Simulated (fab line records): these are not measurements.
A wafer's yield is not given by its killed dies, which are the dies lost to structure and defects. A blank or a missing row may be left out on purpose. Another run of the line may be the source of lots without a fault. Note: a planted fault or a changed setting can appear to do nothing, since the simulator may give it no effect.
Commonality check across tools | flow gf180mcu | 12 lots and 36 wafers in the sample

REASON IT WAS OPENED
Of 12 lots, 2 have the reading MVSD_TW flagged at GF_MVSD_TW_MEAS_11. No-fault wafers: 1575, standard deviation 20.
Rule: flag the lot when none of its wafers has a number, or when each of its wafers that has one lies beyond 4 standard deviations from that mean. As for the other lots, they are considered sound.

lot  | measured    | on           | MVSD_TW, wafer by wafer | flag
L740 | day 4 17:05 | filmMetro-01 | 1562 1568 1563          | 
L741 | day 4 23:31 | filmMetro-04 | 1571 1570 1582          | 
L742 | day 5 05:32 | filmMetro-01 | 1555 1555 1560          | 
L746 | day 6 03:46 | filmMetro-04 | 1758 1753 1750          | FLAGGED
L748 | day 6 14:59 | filmMetro-03 | 1617 1615 1618          | 
L749 | day 6 22:02 | filmMetro-04 | 1577 1583 1590          | 
L750 | day 7 01:59 | filmMetro-01 | 1738 1747 1739          | FLAGGED
L752 | day 7 15:47 | filmMetro-01 | 1566 1557 1564          | 
L756 | day 8 13:53 | filmMetro-04 | 1569 1568 1568          | 
L758 | day 8 23:46 | filmMetro-04 | 1568 1568 1565          | 
L760 | day 9 14:08 | filmMetro-03 | 1605 1606 1609          | 
L761 | day 9 19:34 | filmMetro-03 | 1619 1615 1608          | 
Average over the flagged lots: 1748; offset from the usual +172, equal to +9 standard deviations.

WHICH TOOL EACH LOT WENT THROUGH
The record keeps 1 process step preceding the reading, out of 602 steps on the route. Every cell lists first the tool, next ch and the chambers used by the sampled wafers, and last the start.
lot  | flag    | GF_MVSD_IMPLANT_08
L740 |         | implanter-02 ch 0, day 4 16:41
L741 |         | implanter-02 ch 0, day 4 23:07
L742 |         | implanter-04 ch 0, day 5 05:09
L746 | FLAGGED | implanter-02 ch 0, day 6 03:22
L748 |         | implanter-03 ch 0, day 6 14:36
L749 |         | implanter-03 ch 0, day 6 21:38
L750 | FLAGGED | implanter-02 ch 0, day 7 01:35
L752 |         | implanter-03 ch 0, day 7 15:25
L756 |         | implanter-03 ch 0, day 8 13:29
L758 |         | implanter-03 ch 0, day 8 23:22
L760 |         | implanter-02 ch 0, day 9 13:44
L761 |         | implanter-02 ch 0, day 9 19:10
What is done by these steps:
- GF_MVSD_IMPLANT_08
- GF_MVSD_TW_MEAS_11

FLAGGED OVER TOTAL, TOOL BY TOOL (the gauges that took the reading come last)
step               | tool         | lots run | flagged | share of the flagged lots | sound lots run after its first flagged lot
GF_MVSD_IMPLANT_08 | implanter-02 | 6        | 2       | all                       | 2 (L760,L761)
GF_MVSD_IMPLANT_08 | implanter-03 | 5        | 0       | none                      | -
GF_MVSD_IMPLANT_08 | implanter-04 | 1        | 0       | none                      | -
GF_MVSD_TW_MEAS_11 | filmMetro-01 | 4        | 1       | some                      | 1 (L752)
GF_MVSD_TW_MEAS_11 | filmMetro-03 | 3        | 0       | none                      | -
GF_MVSD_TW_MEAS_11 | filmMetro-04 | 5        | 1       | some                      | 3 (L749,L756,L758)

WHAT THE TABLE ALLOWS
Rows of the table that ran each flagged lot: 1, that is implanter-02 at GF_MVSD_IMPLANT_08.
- implanter-02 at GF_MVSD_IMPLANT_08 ran 6 lots, 2 of them flagged. After the first flagged lot (L760, L761), sound lots still ran on it; a lasting fault on the whole tool would not permit that. Its own readings (tiltDeg) fall more than 4 standard deviations out on all wafers of the flagged lots.
Not one row of the table ran every flagged lot while running no sound lot after the first.

WHAT THE SIMULATOR HAD PUT IN
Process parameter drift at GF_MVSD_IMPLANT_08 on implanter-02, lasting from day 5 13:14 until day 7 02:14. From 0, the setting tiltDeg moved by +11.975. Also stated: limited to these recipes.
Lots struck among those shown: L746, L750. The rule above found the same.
